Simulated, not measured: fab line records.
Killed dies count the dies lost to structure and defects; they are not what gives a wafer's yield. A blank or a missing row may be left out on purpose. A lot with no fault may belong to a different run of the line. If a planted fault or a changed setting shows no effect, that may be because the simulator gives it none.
Matching of chambers | flow sky130 | rie_diel-04 running SKY_PASSIVATION_ETCH_11: 4 sister chambers
The step etches the open film in CF4/O2, stops on AlCu, target depth 725 nm, time 161.1 s. 8 wafers are shown with their chamber, then 7 later ones without.

== WAFERS PAIRED WITH THEIR CHAMBERS ==
wafer  | chamber | drypump_motor_current_A (A) | oes_product_au (a.u.)
L078.5 | 3       | 5.3                         | 0.981
L081.2 | 0       | 5.0                         | 0.966
L081.6 | 0       | 4.9                         | 0.970
L089.1 | 2       | 5.7                         | 0.976
L089.2 | 1       | 6.0                         | 0.976
L089.4 | 2       | 5.7                         | 0.977
L091.2 | 1       | 6.0                         | 0.979
L091.3 | 3       | 5.4                         | 0.974

== WAFERS MISSING THEIR CHAMBER ==
wafer  | drypump_motor_current_A (A) | oes_product_au (a.u.)
L091.6 | 5.7                         | 0.976
L094.2 | 5.7                         | 0.977
L094.3 | 5.4                         | 0.983
L094.6 | 4.9                         | 0.986
L096.2 | 4.9                         | 0.970
L096.3 | 5.4                         | 0.981
L096.5 | 5.7                         | 0.978

== WHICH CHAMBER EACH WENT THROUGH ==
wafer  | from the rows above | in truth
L091.6 | 2                   | 2
L094.2 | 2                   | 2
L094.3 | 3                   | 3
L094.6 | 0                   | 0
L096.2 | 0                   | 0
L096.3 | 3                   | 3
L096.5 | 2                   | 2
Correctly placed: 7 of 7. From these rows, 0 cannot be placed. 0 placed wrongly.
How it was worked out, from the rows above alone: a wafer's distance from a chamber is the root of the sum, over the readings, of the square of ((its reading less the chamber's mean) divided by the reading's scatter). The wafer belongs to the nearest chamber; if the next one is less than 2 further off, it can't be placed. A chamber's mean is the mean of its shown wafers. The scatter: the root of (the sum of the squares of (reading less its chamber's mean) over the shown wafers, divided by (wafers less chambers)).
